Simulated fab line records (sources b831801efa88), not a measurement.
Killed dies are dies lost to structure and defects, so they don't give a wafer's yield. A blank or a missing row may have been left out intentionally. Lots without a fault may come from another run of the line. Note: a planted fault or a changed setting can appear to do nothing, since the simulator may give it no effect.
fab line records	flow sky130
[record] lots = 24	wafers = 72	lastDay = 50
route steps=708 shown VIA1@472 VIA2@508 METAL3@563 VIA3@596 METAL4@600
lots that met no fault: taken from a fault-free run of the same line
startH: the number of hours between the record's first day and the start of the first shown wafer of the lot	waitH: how many hours have passed since the lot's step before this one	" unchanged from the row above	L1.1+2: a row that stands for several wafers	- either no value or no given start	* or withheld: withheld	< > ~ a bound
route shown NAME@n: names a module that has steps shown in the file, with the first one's number in the route	usual: mean/standard deviation taken from wafers without a fault	same: alike in all rows	chamber/n: place in a boat	sites: readings site by site	_std_site: their standard deviation	_edge_site: mean of outer sites minus mean of inner sites	radiusMm: how far each site lies from the wafer's centre	mask NAME#n: copy n	behind: tool/chamber where the wafer was last shaped	hold: what put the lot on hold/how long, in hours/how the hold closed	device: transistor that didn't switch, given as n, p or np	end of line: the tests these same wafers got at the end of their route	a step with no rows: only its recipe	killed: the dies lost at the first sort to structure and to defects; this is not the yield of the wafer	map: a wafer's dies, x killed, . not, _ none there
set.NAME: the run value of the setting; set.NAME@STEP: its run value at that earlier step	model.NAME: the simulator's own value behind a step, which no gauge read
steps of the route over a sample of lots; a table a step, a row a wafer
services: the hour from which a tool's chamber was out of use, counted from the record's first day as startH (under 0 if before that day), plus the number of hours and why
[[steps]]
[step SKY_VIA1_ETCH_14]
[recipe] chemistry = N2/H2	target = BARC	ionEnergyEv = 200	sourceW = 500	biasW = 100	pressureMtorr = 30	n2FlowSccm = 100	h2FlowSccm = 200	stopOn = SiO2	timeS = 45.9	targetDepthA = 600
[usual] drypumpMotorCurrentA = 5.6/0.39	h2FlowSccm = 200.0/0.65	oesProductAu = 0.854/0.0049	throttleValvePct = 13.226/0.0086
[same] timeS = 45.9
lot.wafer	tool	chamber	startH	waitH	drypumpMotorCurrentA	h2FlowSccm	oesProductAu	rfHoursCounterH	throttleValvePct
L074.3	rieDiel-03	3	807.52	0.0	5.3	200.5	0.853	1	13.234
L074.4	"	1	"	"	4.9	199.5	0.849	5	13.227
L074.6	"	1	"	"	4.9	199.7	0.851	-	13.218
L076.1	rieDiel-02	3	815.42	0.0	6.1	199.7	0.854	10	13.210
L076.2	"	0	"	"	5.1	201.6	0.853	7	13.229
L076.3	"	2	"	"	5.7	199.8	0.854	13	13.224
L075.1	rieDiel-04	0	816.85	0.0	5.8	199.4	0.855	4	13.232
L075.3	"	3	"	"	4.9	200.3	0.851	36	13.231
L075.5	"	2	"	"	6.2	199.9	0.854	-	13.247
L077.3	rieDiel-03	1	821.70	0.0	4.9	201.1	0.851	5	13.233
L077.4	"	3	"	"	5.3	199.9	0.856	1	13.217
L077.5	"	1	"	"	4.9	200.5	0.859	-	13.215
L078.2	rieDiel-03	0	825.60	0.0	5.8	199.5	0.846	6	13.223
L078.4	"	0	"	"	5.8	199.6	0.855	-	13.238
L078.6	"	2	"	"	5.9	201.1	0.853	-	13.233
L079.3	rieDiel-02	2	831.60	0.0	5.7	200.3	0.856	13	13.233
L079.5	"	2	"	"	5.7	200.2	0.862	-	13.207
L079.6	"	1	"	"	5.5	199.7	0.853	-	13.241
L081.2	rieDiel-02	3	846.25	0.0	6.1	199.9	0.863	10	13.216
L081.3	"	0	"	"	5.1	198.9	0.852	8	13.235
L081.6	"	2	"	"	5.7	200.1	0.852	-	13.223
L080.3	rieDiel-02	0	851.79	0.0	5.1	200.2	0.857	8	13.229
L080.4	"	1	"	"	5.5	199.9	0.850	8	13.239
L080.6	"	3	"	"	6.1	199.3	0.860	-	13.226
L082.2	rieDiel-04	1	852.14	0.0	5.5	201.0	0.854	16	13.219
L082.5	"	2	"	"	6.2	199.9	0.849	-	13.215
L082.6	"	1	"	"	5.5	200.7	0.849	-	13.219
L083.1	rieDiel-03	2	862.19	0.0	5.9	199.7	0.856	12	13.226
L083.3	"	3	"	"	5.3	199.2	0.853	2	13.230
L083.4	"	0	"	"	5.8	199.3	0.860	7	13.234
L084.4	rieDiel-03	2	871.77	0.0	5.9	199.8	0.847	12	13.221
L084.5	"	3	"	"	5.3	199.9	0.853	-	13.216
L084.6	"	0	"	"	5.8	201.8	0.854	-	13.222
L085.1	rieDiel-04	3	880.92	0.0	4.9	199.8	0.855	2	13.232
L085.2	"	1	"	"	5.5	200.5	0.856	17	13.230
L085.3	"	0	"	"	5.8	200.3	0.849	6	13.226
L086.1	rieDiel-03	0	882.47	0.0	5.8	199.3	0.857	7	13.227
L086.3	"	2	"	"	5.8	199.7	0.848	13	13.225
L086.5	"	0	"	"	5.9	199.6	0.854	-	13.229
L087.3	rieDiel-04	0	888.17	0.0	5.8	199.8	0.849	6	13.227
L087.4	"	1	"	"	5.5	201.1	0.857	17	13.227
L087.6	"	3	"	"	4.9	199.6	0.849	-	13.221
L088.2	rieDiel-02	3	894.44	0.0	6.1	199.5	0.845	11	13.217
L088.3	"	1	"	"	5.5	200.4	0.856	9	13.227
L088.5	"	0	"	"	5.1	200.2	0.850	-	13.213
L089.2	rieDiel-02	0	899.84	0.0	5.1	199.9	0.861	10	13.229
L089.3	"	2	"	"	5.7	200.0	0.860	15	13.227
L089.4	"	0	"	"	5.1	200.1	0.856	-	13.210
L090.1	rieDiel-02	2	911.74	0.0	5.7	200.9	0.858	15	13.224
L090.3	"	1	"	"	5.5	199.5	0.859	10	13.219
L090.5	"	0	"	"	5.1	199.5	0.850	-	13.226
L091.2	rieDiel-04	0	912.60	0.0	5.8	199.6	0.854	7	13.233
L091.5	"	0	"	"	5.8	200.0	0.843	-	13.215
L091.6	"	1	"	"	5.5	201.2	0.847	-	13.233
L092.2	rieDiel-04	1	928.02	0.0	5.5	200.0	0.850	18	13.214
L092.5	"	0	"	"	5.8	200.0	0.857	-	13.216
L092.6	"	1	"	"	5.5	199.4	0.853	-	13.236
L093.2	rieDiel-02	2	928.75	0.0	5.7	200.0	0.859	16	13.223
L093.3	"	3	"	"	6.1	199.5	0.853	12	13.213
L093.6	"	2	"	"	5.7	200.4	0.850	-	13.230
L094.2	rieDiel-03	3	940.27	0.0	5.3	199.4	0.848	4	13.229
L094.3	"	1	"	"	4.9	200.5	0.858	8	13.234
L094.4	"	0	"	"	5.8	199.7	0.868	9	13.220
L095.2	rieDiel-02	2	946.82	0.0	5.7	199.8	0.857	16	13.230
L095.5	"	1	"	"	5.5	199.7	0.856	-	13.221
L095.6	"	2	"	"	5.7	199.8	0.854	-	13.225
L096.4	rieDiel-02	0	949.27	0.0	5.1	200.2	0.857	-	13.210
L096.5	"	1	"	"	5.5	200.9	0.841	-	13.229
L096.6	"	2	"	"	5.7	199.6	0.857	-	13.223
L097.1	rieDiel-04	3	955.10	0.0	4.9	199.4	0.848	3	13.231
L097.3	"	0	"	"	5.8	199.2	0.860	8	13.234
L097.6	"	0	"	"	5.8	200.3	0.862	-	13.230
[step SKY_VIA2_THK_MEAS_01]
[recipe] reads = SiO2_of_VIA2_HDPCVD_00
[usual] VIA2_HDPCVD_THK = 1191/13
lot.wafer	tool	chamber	startH	waitH	VIA2_HDPCVD_THK[nm]
L074.3	filmMetro-04	-	836.48	0.1	1203
L074.4	"	-	"	"	1213
L074.6	"	-	"	"	1183
L076.1	filmMetro-02	-	844.44	0.1	1185
L076.2	"	-	"	"	1183
L076.3	"	-	"	"	1191
L075.1	filmMetro-02	-	846.17	0.1	1183
L075.3	"	-	"	"	1198
L075.5	"	-	"	"	1193
L077.3	filmMetro-02	-	849.74	0.1	1208
L077.4	"	-	"	"	1176
L077.5	"	-	"	"	1194
L078.2	filmMetro-02	-	854.64	0.1	1211
L078.4	"	-	"	"	1220
L078.6	"	-	"	"	1196
L079.3	filmMetro-02	-	860.49	0.1	1194
L079.5	"	-	"	"	1178
L079.6	"	-	"	"	1189
L081.2	filmMetro-04	-	874.74	0.1	1220
L081.3	"	-	"	"	1211
L081.6	"	-	"	"	1193
L080.3	filmMetro-02	-	879.47	0.1	1213
L080.4	"	-	"	"	1213
L080.6	"	-	"	"	1187
L082.2	filmMetro-04	-	879.70	0.1	1210
L082.5	"	-	"	"	1206
L082.6	"	-	"	"	1198
L083.1	filmMetro-02	-	890.15	0.1	1191
L083.3	"	-	"	"	1185
L083.4	"	-	"	"	1191
L084.4	filmMetro-01	-	899.55	0.0	1176
L084.5	"	-	"	"	1195
L084.6	"	-	"	"	1210
L085.1	filmMetro-04	-	908.53	0.1	1195
L085.2	"	-	"	"	1199
L085.3	"	-	"	"	1192
L086.1	filmMetro-02	-	910.41	0.1	1187
L086.3	"	-	"	"	1201
L086.5	"	-	"	"	1204
L087.3	filmMetro-04	-	915.81	0.1	1197
L087.4	"	-	"	"	1192
L087.6	"	-	"	"	1181
L088.2	filmMetro-01	-	921.42	0.1	1158
L088.3	"	-	"	"	1188
L088.5	"	-	"	"	1195
L089.2	filmMetro-04	-	927.18	0.1	1199
L089.3	"	-	"	"	1193
L089.4	"	-	"	"	1210
L090.1	filmMetro-02	-	939.18	0.1	1186
L090.3	"	-	"	"	1194
L090.5	"	-	"	"	1169
L091.2	filmMetro-02	-	939.95	0.1	1204
L091.5	"	-	"	"	1188
L091.6	"	-	"	"	1210
L092.2	filmMetro-02	-	954.38	0.1	1187
L092.5	"	-	"	"	1181
L092.6	"	-	"	"	1186
L093.2	filmMetro-01	-	955.66	0.1	1182
L093.3	"	-	"	"	1196
L093.6	"	-	"	"	1194
L094.2	filmMetro-04	-	967.05	0.1	1182
L094.3	"	-	"	"	1174
L094.4	"	-	"	"	1187
L095.2	filmMetro-04	-	973.91	0.1	1196
L095.5	"	-	"	"	1179
L095.6	"	-	"	"	1175
L096.4	filmMetro-02	-	976.53	0.0	1180
L096.5	"	-	"	"	1196
L096.6	"	-	"	"	1164
L097.1	filmMetro-04	-	982.19	0.1	1172
L097.3	"	-	"	"	1169
L097.6	"	-	"	"	1180
[step SKY_METAL3_CD_MEAS_13]
[recipe] targetCdNm = 300
[usual] cdNm = 299.7/1.3
lot.wafer	tool	chamber	startH	waitH	cdNm
L074.3	cdSem-01	-	916.58	-	299.3
L074.4	"	-	"	"	299.9
L074.6	"	-	"	"	299.8
L076.1	cdSem-01	-	922.78	-	298.8
L076.2	"	-	"	"	298.4
L076.3	"	-	"	"	298.4
L075.1	cdSem-01	-	924.94	-	298.7
L075.3	"	-	"	"	300.5
L075.5	"	-	"	"	299.5
L077.3	cdSem-02	-	928.28	-	300.4
L077.4	"	-	"	"	299.1
L077.5	"	-	"	"	299.2
L078.2	cdSem-01	-	933.11	-	300.1
L078.4	"	-	"	"	299.2
L078.6	"	-	"	"	299.8
L079.3	cdSem-01	-	938.40	-	296.1
L079.5	"	-	"	"	296.9
L079.6	"	-	"	"	297.4
L081.2	cdSem-02	-	951.46	-	300.3
L081.3	"	-	"	"	298.7
L081.6	"	-	"	"	298.2
L080.3	cdSem-02	-	956.95	-	299.9
L080.4	"	-	"	"	298.8
L080.6	"	-	"	"	300.2
L082.2	cdSem-01	-	957.50	-	301.0
L082.5	"	-	"	"	301.8
L082.6	"	-	"	"	300.4
L083.1	cdSem-02	-	967.52	-	299.9
L083.3	"	-	"	"	299.9
L083.4	"	-	"	"	300.5
L084.4	cdSem-02	-	975.87	-	300.2
L084.5	"	-	"	"	298.3
L084.6	"	-	"	"	300.6
L085.1	cdSem-01	-	984.61	-	301.7
L085.2	"	-	"	"	299.3
L085.3	"	-	"	"	300.1
L086.1	cdSem-02	-	986.75	-	300.2
L086.3	"	-	"	"	299.8
L086.5	"	-	"	"	300.2
L087.3	cdSem-01	-	991.69	-	301.5
L087.4	"	-	"	"	302.9
L087.6	"	-	"	"	302.1
L088.2	cdSem-02	-	996.70	-	299.9
L088.3	"	-	"	"	298.6
L088.5	"	-	"	"	299.2
L089.2	cdSem-01	-	1003.72	-	299.0
L089.3	"	-	"	"	299.8
L089.4	"	-	"	"	299.9
L090.1	cdSem-02	-	1014.41	-	300.6
L090.3	"	-	"	"	299.3
L090.5	"	-	"	"	300.5
L091.2	cdSem-01	-	1015.17	-	299.7
L091.5	"	-	"	"	302.1
L091.6	"	-	"	"	299.3
L092.2	cdSem-01	-	1027.77	-	299.4
L092.5	"	-	"	"	301.2
L092.6	"	-	"	"	300.4
L093.2	cdSem-02	-	1029.13	-	299.2
L093.3	"	-	"	"	297.9
L093.6	"	-	"	"	298.7
L094.2	cdSem-02	-	1039.72	-	299.4
L094.3	"	-	"	"	298.6
L094.4	"	-	"	"	299.3
L095.2	cdSem-02	-	1045.57	-	299.6
L095.5	"	-	"	"	301.1
L095.6	"	-	"	"	299.7
L096.4	cdSem-02	-	1047.92	-	299.7
L096.5	"	-	"	"	299.1
L096.6	"	-	"	"	300.7
L097.1	cdSem-02	-	1053.51	-	300.7
L097.3	"	-	"	"	301.5
L097.6	"	-	"	"	300.3
[step SKY_VIA3_THK_MEAS_23]
[recipe] thkMeasGauge = xrf	reads = W_of_VIA3_CVD_21
[usual] VIA3_W_THK = 378/4.7
lot.wafer	tool	chamber	startH	waitH	VIA3_W_THK[nm]
L074.3	filmMetro-01	-	944.99	0.1	378
L074.4	"	-	"	"	375
L074.6	"	-	"	"	377
L076.1	filmMetro-03	-	949.90	0.1	373
L076.2	"	-	"	"	375
L076.3	"	-	"	"	372
L075.1	filmMetro-01	-	952.21	0.1	379
L075.3	"	-	"	"	376
L075.5	"	-	"	"	373
L077.3	filmMetro-04	-	955.25	0.1	372
L077.4	"	-	"	"	376
L077.5	"	-	"	"	376
L078.2	filmMetro-04	-	960.76	0.1	379
L078.4	"	-	"	"	388
L078.6	"	-	"	"	385
L079.3	filmMetro-03	-	965.90	0.1	379
L079.5	"	-	"	"	380
L079.6	"	-	"	"	386
L081.2	filmMetro-04	-	977.94	0.1	378
L081.3	"	-	"	"	387
L081.6	"	-	"	"	377
L080.3	filmMetro-01	-	984.08	0.1	377
L080.4	"	-	"	"	384
L080.6	"	-	"	"	383
L082.2	filmMetro-03	-	984.79	0.1	381
L082.5	"	-	"	"	383
L082.6	"	-	"	"	375
L083.1	filmMetro-03	-	994.35	0.1	370
L083.3	"	-	"	"	370
L083.4	"	-	"	"	372
L084.4	filmMetro-03	-	1002.46	0.1	378
L084.5	"	-	"	"	380
L084.6	"	-	"	"	383
L085.1	filmMetro-01	-	1011.41	0.1	375
L085.2	"	-	"	"	383
L085.3	"	-	"	"	374
L086.1	filmMetro-03	-	1013.25	0.1	382
L086.3	"	-	"	"	379
L086.5	"	-	"	"	376
L087.3	filmMetro-03	-	1017.62	0.1	376
L087.4	"	-	"	"	378
L087.6	"	-	"	"	372
L088.2	filmMetro-01	-	1023.54	0.1	381
L088.3	"	-	"	"	379
L088.5	"	-	"	"	379
L089.2	filmMetro-04	-	1029.40	0.1	375
L089.3	"	-	"	"	377
L089.4	"	-	"	"	379
L090.1	filmMetro-01	-	1039.72	0.1	386
L090.3	"	-	"	"	384
L090.5	"	-	"	"	384
L091.2	filmMetro-01	-	1040.24	0.1	377
L091.5	"	-	"	"	378
L091.6	"	-	"	"	379
L092.2	filmMetro-03	-	1052.51	0.1	374
L092.5	"	-	"	"	378
L092.6	"	-	"	"	374
L093.2	filmMetro-04	-	1054.37	0.1	366
L093.3	"	-	"	"	372
L093.6	"	-	"	"	364
L094.2	filmMetro-04	-	1064.48	0.1	381
L094.3	"	-	"	"	377
L094.4	"	-	"	"	380
L095.2	filmMetro-01	-	1069.66	0.1	382
L095.5	"	-	"	"	382
L095.6	"	-	"	"	385
L096.4	filmMetro-04	-	1072.93	0.1	385
L096.5	"	-	"	"	388
L096.6	"	-	"	"	383
L097.1	filmMetro-01	-	1078.42	0.1	384
L097.3	"	-	"	"	384
L097.6	"	-	"	"	379
[step SKY_METAL4_SPUTTER_02]
[recipe] material = AlCu	targetThkNm = 735	powerW = 10600	timeS = 39.1	chamberPressurePa = 0.4
[usual] cathodeDcPowerW = 10600/1.8	throttleValvePct = 30.2/1.3
[same] timeS = 39.1
lot.wafer	tool	chamber	startH	waitH	cathodeDcPowerW	throttleValvePct
L074.3	pvdSputter-02	-	945.41	0.0	10600	31.4
L074.4	"	-	"	"	10599	28.4
L074.6	"	-	"	"	10603	30.1
L076.1	pvdSputter-01	-	950.31	0.0	10602	30.1
L076.2	"	-	"	"	10599	32.1
L076.3	"	-	"	"	10604	28.4
L075.1	pvdSputter-03	-	952.62	0.0	10596	31.9
L075.3	"	-	"	"	10600	31.6
L075.5	"	-	"	"	10598	31.5
L077.3	pvdSputter-02	-	955.64	0.0	10599	30.5
L077.4	"	-	"	"	10597	31.1
L077.5	"	-	"	"	10603	30.0
L078.2	pvdSputter-03	-	961.16	0.0	10602	32.1
L078.4	"	-	"	"	10602	28.9
L078.6	"	-	"	"	10598	31.3
L079.3	pvdSputter-03	-	966.29	0.0	10602	31.8
L079.5	"	-	"	"	10600	29.0
L079.6	"	-	"	"	10601	31.6
L081.2	pvdSputter-02	-	978.34	0.0	10595	31.3
L081.3	"	-	"	"	10602	28.5
L081.6	"	-	"	"	10601	30.0
L080.3	pvdSputter-02	-	984.47	0.0	10600	30.8
L080.4	"	-	"	"	10601	29.8
L080.6	"	-	"	"	10599	29.9
L082.2	pvdSputter-01	-	985.19	0.0	10600	30.3
L082.5	"	-	"	"	10599	30.4
L082.6	"	-	"	"	10602	28.3
L083.1	pvdSputter-02	-	994.76	0.0	10600	30.8
L083.3	"	-	"	"	10604	31.0
L083.4	"	-	"	"	10602	30.1
L084.4	pvdSputter-01	-	1002.86	0.0	10602	30.1
L084.5	"	-	"	"	10598	28.5
L084.6	"	-	"	"	10600	32.1
L085.1	pvdSputter-02	-	1011.82	0.0	10600	30.9
L085.2	"	-	"	"	10601	31.4
L085.3	"	-	"	"	10597	28.4
L086.1	pvdSputter-02	-	1013.66	0.0	10598	28.5
L086.3	"	-	"	"	10597	30.9
L086.5	"	-	"	"	10601	31.4
L087.3	pvdSputter-03	-	1018.01	0.0	10598	31.6
L087.4	"	-	"	"	10597	32.0
L087.6	"	-	"	"	10599	29.1
L088.2	pvdSputter-02	-	1023.94	0.0	10601	30.1
L088.3	"	-	"	"	10602	31.3
L088.5	"	-	"	"	10600	31.3
L089.2	pvdSputter-03	-	1029.80	0.0	10602	31.4
L089.3	"	-	"	"	10600	28.9
L089.4	"	-	"	"	10602	29.0
L090.1	pvdSputter-02	-	1040.13	0.0	10601	31.3
L090.3	"	-	"	"	10600	28.6
L090.5	"	-	"	"	10603	29.9
L091.2	pvdSputter-01	-	1040.64	0.0	10599	28.4
L091.5	"	-	"	"	10599	31.6
L091.6	"	-	"	"	10602	28.2
L092.2	pvdSputter-02	-	1052.91	0.0	10597	30.0
L092.5	"	-	"	"	10598	31.2
L092.6	"	-	"	"	10601	28.8
L093.2	pvdSputter-02	-	1054.77	0.0	10600	28.3
L093.3	"	-	"	"	10604	31.0
L093.6	"	-	"	"	10598	28.7
L094.2	pvdSputter-03	-	1064.88	0.0	10602	31.5
L094.3	"	-	"	"	10596	29.1
L094.4	"	-	"	"	10599	28.7
L095.2	pvdSputter-03	-	1070.06	0.0	10599	31.7
L095.5	"	-	"	"	10601	31.4
L095.6	"	-	"	"	10602	32.3
L096.4	pvdSputter-01	-	1073.31	0.0	10600	28.2
L096.5	"	-	"	"	10604	28.5
L096.6	"	-	"	"	10599	30.3
L097.1	pvdSputter-03	-	1078.82	0.0	10600	28.9
L097.3	"	-	"	"	10599	31.7
L097.6	"	-	"	"	10602	28.9
[step SKY_METAL4_DESCUM_15]
[recipe] chemistry = O2	sourcePowerW = 150	biasPowerW = 0	pressureMtorr = 10	tempC = 40	timeS = 8
[usual] drypumpMotorCurrentA = 5.7/0.49	oesProductAu = 0.999/0.014
[same] timeS = 8
lot.wafer	tool	chamber	startH	waitH	drypumpMotorCurrentA	oesProductAu	rfHoursCounterH
L074.3	rieMetal-02	1	994.57	0.0	6.0	0.996	-
L074.4	"	0	"	"	5.2	1.001	-
L074.6	"	1	"	"	6.0	0.987	-
L076.1	rieMetal-02	0	999.60	0.0	5.2	0.999	18
L076.2	"	1	"	"	6.0	1.013	17
L076.3	"	0	"	"	5.2	0.999	-
L075.1	rieMetal-03	0	1001.60	0.0	5.6	0.976	7
L075.3	"	1	"	"	6.5	0.987	-
L075.5	"	0	"	"	5.6	0.980	-
L077.3	rieMetal-03	0	1004.58	0.0	5.6	0.981	-
L077.4	"	1	"	"	6.6	0.974	-
L077.5	"	1	"	"	6.6	0.978	-
L078.2	rieMetal-03	0	1010.32	0.0	5.7	0.981	7
L078.4	"	0	"	"	5.7	0.980	-
L078.6	"	1	"	"	6.5	0.969	-
L079.3	rieMetal-01	0	1014.97	0.0	5.0	1.005	-
L079.5	"	0	"	"	5.0	1.009	-
L079.6	"	0	"	"	5.0	1.005	-
L081.2	rieMetal-02	0	1026.95	0.0	5.2	1.011	20
L081.3	"	1	"	"	6.0	1.005	-
L081.6	"	0	"	"	5.2	1.015	-
L080.3	rieMetal-03	0	1031.92	0.0	5.7	0.987	-
L080.4	"	1	"	"	6.5	0.993	-
L080.6	"	1	"	"	6.5	0.979	-
L082.2	rieMetal-01	1	1033.38	0.0	5.6	1.033	-
L082.5	"	1	"	"	5.6	1.027	-
L082.6	"	1	"	"	5.6	1.017	-
L083.1	rieMetal-03	1	1042.25	0.0	6.6	0.985	22
L083.3	"	0	"	"	5.6	0.983	-
L083.4	"	1	"	"	6.5	0.993	-
L084.4	rieMetal-02	1	1050.06	0.0	6.0	0.998	-
L084.5	"	1	"	"	6.0	0.994	-
L084.6	"	0	"	"	5.2	1.017	-
L085.1	rieMetal-02	1	1057.46	0.0	6.0	0.991	22
L085.2	"	0	"	"	5.2	1.006	23
L085.3	"	0	"	"	5.2	1.010	-
L086.1	rieMetal-02	0	1058.61	0.0	5.2	1.015	23
L086.3	"	1	"	"	6.0	1.000	-
L086.5	"	1	"	"	6.0	1.005	-
L087.3	rieMetal-02	1	1064.08	0.0	6.0	0.996	-
L087.4	"	0	"	"	5.2	1.020	-
L087.6	"	0	"	"	5.2	1.021	-
L088.2	rieMetal-01	1	1068.52	0.0	5.6	1.023	21
L088.3	"	1	"	"	5.6	1.026	-
L088.5	"	0	"	"	5.0	1.000	-
L089.2	rieMetal-02	1	1074.92	0.0	6.0	0.993	23
L089.3	"	1	"	"	6.0	0.974	-
L089.4	"	0	"	"	5.2	1.005	-
L090.1	rieMetal-03	1	1084.32	0.0	6.5	0.997	2
L090.3	"	0	"	"	5.6	0.986	-
L090.5	"	1	"	"	6.5	0.999	-
L091.2	rieMetal-02	1	1085.27	0.0	5.9	0.997	24
L091.5	"	0	"	"	5.3	1.022	-
L091.6	"	1	"	"	6.0	0.997	-
L092.2	rieMetal-03	0	1097.11	0.0	5.6	0.993	15
L092.5	"	0	"	"	5.7	0.992	-
L092.6	"	1	"	"	6.5	0.983	-
L093.2	rieMetal-02	1	1098.82	0.0	5.9	0.993	25
L093.3	"	1	"	"	5.9	0.989	-
L093.6	"	0	"	"	5.2	1.016	-
L094.2	rieMetal-01	0	1108.00	0.0	5.0	0.993	20
L094.3	"	0	"	"	5.0	1.003	-
L094.4	"	1	"	"	5.6	1.016	-
L095.2	rieMetal-03	1	1112.41	0.0	6.5	1.006	4
L095.5	"	1	"	"	6.5	1.001	-
L095.6	"	0	"	"	5.6	0.991	-
L096.4	rieMetal-02	1	1114.82	0.0	6.0	0.979	-
L096.5	"	1	"	"	6.0	0.983	-
L096.6	"	0	"	"	5.1	1.012	-
L097.1	rieMetal-01	0	1120.41	0.0	5.0	0.989	21
L097.3	"	0	"	"	5.1	1.003	-
L097.6	"	0	"	"	5.0	0.993	-
[[services]]
tool	chamber	startH	hours	kind
rieDiel-02	3	789.02	4.9	repair
rieDiel-03	1	789.45	10.2	repair
rieDiel-03	-	799.24	0.5	repair
rieDiel-03	1	824.19	14.5	repair
rieDiel-02	0	835.49	1.5	repair
rieMetal-02	-	850.68	2.8	pm
rieMetal-02	-	861.81	0.9	repair
rieDiel-02	-	867.90	14.6	pm
rieMetal-02	-	872.82	1.4	pm
rieDiel-04	1	882.73	1.8	repair
rieDiel-04	-	891.03	0.4	repair
rieDiel-02	1	896.29	9.5	repair
rieDiel-04	3	923.91	3.2	repair
pvdSputter-02	-	931.45	1.9	repair
rieDiel-04	-	938.56	2.6	repair
rieDiel-03	-	947.44	4.3	pm
rieDiel-02	3	964.56	14.0	repair
pvdSputter-02	-	966.21	5.3	repair
rieDiel-02	1	972.04	44.8	repair
rieDiel-04	1	973.76	4.8	repair
rieMetal-03	-	986.79	14.6	pm
pvdSputter-02	-	1003.37	0.8	repair
pvdSputter-03	-	1018.12	6.7	repair
rieMetal-03	0	1066.89	5.6	repair
[[key]]
fault none
